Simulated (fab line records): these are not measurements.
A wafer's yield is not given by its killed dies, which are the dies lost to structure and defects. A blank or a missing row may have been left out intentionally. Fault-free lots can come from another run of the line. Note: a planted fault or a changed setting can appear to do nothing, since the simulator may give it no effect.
Comparing a struck lot with a sound one ; flow sfq line ; 15 steps out of a route of 325
Sound: the wafers L747.2, L747.3, L747.5. The struck wafers were L757.4, L757.6. The cause is given at the end.
Order at every step that has rows: each side's tool, ch and its chambers, its first start. Under that, the readings that differ: sound wafers ; struck wafers ; difference of the means ; sigmas: that difference in standard deviations of wafers without a fault.
alike: readings whose means differ by less than 2 such deviations, and words and numbers that are the same on both sides. not compared: withheld readings, readings that some wafer has no value for, bounds like >300 that may hide the same value, and numbers for which the record gives no deviation and whose values overlap.
Wherever a step has rows on one side only, a row that says differs or no value, or a row with sigmas, the two part there. When numbers do not overlap yet have no deviation, they are printed without sigmas and do not part them. A reading that every wafer of one side lacks parts them only if that side has two wafers or more.

SFQ_TRILAYER_JJ_CE_BARC_OPEN_RIE_150: chemistry O2, target BARC, target depth 240 nm, time 80 s.
  sound on rie metal-02 ch 0,1, day 53 12:19; struck on rie metal-01 ch 0,1, day 58 18:59
  alike: drypump motor current A, oes product au, rf fwd power W
  not compared: rf hours counter h
SFQ_TRILAYER_JJ_CE_ETCH_RIE_118: chemistry SF6, target Nb, stops on Al2O3, time 97.7 s, target depth 170 nm.
  sound on rie metal-02 ch 0,1, day 53 12:25; struck on rie metal-01 ch 0,1, day 58 19:05
  alike: drypump motor current A, oes product au, rf fwd power W
  not compared: rf hours counter h
then, 1 step without rows for these wafers: SFQ_TRILAYER_JJ_ANODIZE_ANODIZE_119.
SFQ_TRILAYER_JJ_CE_STRIP_STRIP_120: strips in O2.
  sound on rie metal-03 ch 1, day 53 13:01; struck on rie metal-02 ch 1, day 58 20:16
reading;sound;struck;difference;sigmas
drypump motor current A (A);5.0 5.0 5.0;6.0 6.0;+1.0;+2
  alike: oes product au
  not compared: rf hours counter h
then, 7 steps without rows for these wafers: SFQ_TRILAYER_JJ_CE_STRIP_SOLV_CLEAN_121 (cleans in NMP, time 600 s); SFQ_TRILAYER_M5_LITHO_COAT_128 (resist thk 62 nm); SFQ_TRILAYER_M5_LITHO_COAT_123 (resist thk 600 nm); SFQ_TRILAYER_M5_LITHO_SOFTBAKE_127; SFQ_TRILAYER_M5_LITHO_EXPOSE_124 (exposes mask M5, target cd 700 nm); SFQ_TRILAYER_M5_LITHO_PEB_126 (peb time 60 s); SFQ_TRILAYER_M5_LITHO_DEVELOP_125 (time 60 s).
-- the record jumps here: 5 days lie between the struck wafers' starts before and after --
SFQ_M5_OVL_MEAS_932:
  sound on overlay-02, day 58 11:44; struck on overlay-02, day 63 12:59
reading;sound;struck;difference;sigmas
M5_OVL (nm);-5 -6 -2;11 6;+13;+2
SFQ_TRILAYER_M5_BARC_OPEN_METAL_ETCH_161: etches BARC in O2, target depth 125 nm, time 41.7 s.
  sound on rie metal-01 ch 0,1, day 58 11:46; struck on rie metal-01 ch 1, day 63 13:02
reading;sound;struck;difference;sigmas
oes product au (a.u.);0.688 0.683 0.680;0.610 0.617;-0.070;-15
rf fwd power W (W);593.5 594.4 592.7;598.1 598.3;+4.7;+2
run length s (s);69.5 69.6 69.5;81.5 81.6;+12.0;+20
model.KrF_of_TRILAYER_M5_LITHO_COAT_123.thk nm (nm);523.2 524.4 523.5;508.1 506.4;-16.5;
  alike: drypump motor current A
  not compared: rf hours counter h
SFQ_TRILAYER_M5_ETCH_METAL_ETCH_126: etches Nb in Cl2/BCl3, stops on SiO2, time 203.2 s, target depth 265 nm.
  sound on rie metal-01 ch 0,1, day 58 11:49; struck on rie metal-01 ch 1, day 63 13:08
reading;sound;struck;difference;sigmas
model.KrF_of_TRILAYER_M5_LITHO_COAT_123.thk nm (nm);372.1 372.8 371.7;355.7 355;-16.8;
  alike: drypump motor current A, oes product au, rf fwd power W, run length s
  not compared: rf hours counter h
SFQ_TRILAYER_M5_STRIP_STRIP_127: strips in O2.
  sound on rie metal-01 ch 0,1, day 58 12:01; struck on rie metal-01 ch 1, day 63 13:28
  alike: drypump motor current A, oes product au
  not compared: rf hours counter h

== WHERE THEY PART ==
Last at SFQ_TRILAYER_M5_BARC_OPEN_METAL_ETCH_161 as far as this record goes, first at SFQ_TRILAYER_JJ_CE_STRIP_STRIP_120. Later steps at which nothing parts them and some readings are alike: SFQ_TRILAYER_M5_ETCH_METAL_ETCH_126, SFQ_TRILAYER_M5_STRIP_STRIP_127.

WHY: whatever the simulator had introduced
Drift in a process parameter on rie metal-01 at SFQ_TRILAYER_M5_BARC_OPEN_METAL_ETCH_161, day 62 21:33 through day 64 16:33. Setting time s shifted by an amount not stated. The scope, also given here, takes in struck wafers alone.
